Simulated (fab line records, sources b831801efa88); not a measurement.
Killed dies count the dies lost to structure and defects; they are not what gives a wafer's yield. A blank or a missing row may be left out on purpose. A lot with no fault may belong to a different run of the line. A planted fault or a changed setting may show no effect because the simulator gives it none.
Problem report in the 8D (eight disciplines) form, filled by code :: flow sky130 :: the parts of the form that need people (team, actions taken, sign-off) are left out

## 1. THE ISSUE
sort_bin_3_pad_short at SKY_PAD_OPEN_PROBE_99 reads a mean of 3.9 % on 6 wafers of 2 lots; wafers without a fault read 0.9 % with a standard deviation of 0.41. Measured from the usual mean, that is +7.3 standard deviations.
First observed at day 48 14:49: wafer L899.1, on prober-01. At this step, 6 wafers from 2 lots have a number in the record. Rule for "out", or "out of limits": more than 4 standard deviations from the usual mean. Any other wafer with a number is counted as sound.

## 2. WHAT IT IS; WHAT IT IS NOT
question: which readings at this step
is: sort_bin_3_pad_short, killed_at_M0_to_M3
is not: killed_at_M4_up, killed at contacts, killed at front end, killed at other, killed short, sort_bin_6_memory

question: which lots
is: L899, L901
is not: -

question: which wafers of those lots
is: all that have a number
is not: -

question: read on which tools
is: prober-01
is not: -

question: when
is: from day 48 14:49
is not: up to then (0 sound wafers)

## 3. SUSPECTS, AND WHAT RULES EACH OUT
Counting: a tool stays on the suspect list if, at a process step up to the reading, it processed all lots that are out and no sound lot following the first of them.
- pvd sputter-03 at SKY_VIA1_SPUTTER_20 (material TiN, target thk 20 nm, time 80 s): kept. It ran every lot that is out, first L899 (day 37 15:56), and no sound lot after that.
- pvd sputter-01 at SKY_VIA4_SPUTTER_17 (material TiN, target thk 20 nm, time 80 s): kept. It ran every lot that is out, first L899 (day 45 23:16), and no sound lot after that.
- prober-01 at SKY_PAD_OPEN_PROBE_99: kept. It ran every lot that is out, first L899 (day 48 14:49), and no sound lot after that. Its own killed_at_M0_to_M3, sort_bin_3_pad_short readings are out on those wafers.
After the count, these remain: pvd sputter-03 at SKY_VIA1_SPUTTER_20, pvd sputter-01 at SKY_VIA4_SPUTTER_17 and prober-01 at SKY_PAD_OPEN_PROBE_99.

## 4. THE CAUSE (what the simulator had put in)
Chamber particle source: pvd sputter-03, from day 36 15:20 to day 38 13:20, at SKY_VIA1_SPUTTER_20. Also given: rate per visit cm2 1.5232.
This tool is one of the 3 suspects left after counting.

## 5. SEQUENCE OF EFFECTS, ordered by route
Each row: a reading where the mean over the struck wafers with a number is more than 3 standard deviations away from the usual. Scope: only readings with a usual standard deviation given in the record; hours: median across lots of the time from each lot's start at the first step in this table that gives one to its start at this step; sigmas: change in usual standard deviations.
hours: 0
step: SKY_PAD_OPEN_PROBE_99
reading: defect limited yield
usual: 82.3 %
on struck wafers: 73.6
change: -8.7
sigmas: -4.1

hours: 0
step: SKY_PAD_OPEN_PROBE_99
reading: killed_at_M0_to_M3
usual: 44
on struck wafers: 92
change: +48
sigmas: +6.6

hours: 0
step: SKY_PAD_OPEN_PROBE_99
reading: killed dies
usual: 87
on struck wafers: 130
change: +43
sigmas: +4.3

hours: 0
step: SKY_PAD_OPEN_PROBE_99
reading: sort_bin_3_pad_short
usual: 0.9 %
on struck wafers: 3.9
change: +3.0
sigmas: +7.3

hours: 0
step: SKY_PAD_OPEN_PROBE_99
reading: sort_bin_5_function
usual: 10.5 %
on struck wafers: 15.6
change: +5.1
sigmas: +3.2

hours: 0
step: SKY_PAD_OPEN_PROBE_99
reading: sort n pass
usual: 405
on struck wafers: 362
change: -43
sigmas: -4.3

hours: 0
step: SKY_PAD_OPEN_PROBE_99
reading: sort yield pct
usual: 82.3 %
on struck wafers: 73.6
change: -8.7
sigmas: -4.1
Process steps it contains:
- SKY_PAD_OPEN_PROBE_99

## 6. WHAT WOULD HAVE CAUGHT IT SOONER
287 hours passed between the start of the fault at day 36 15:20 and the first reading out of limits in this record, taken at day 48 14:49.
No tool reading at SKY_VIA1_SPUTTER_20 that has a usual standard deviation in the record was out on any struck wafer, so an alarm limit of 4 standard deviations on those readings would not have fired.
The start of SKY_VIA1_SPUTTER_20 on pvd sputter-03 came by day 48 14:49 for every one of the lots that are out (2). A hold on the tool at that time would have spared none of them.
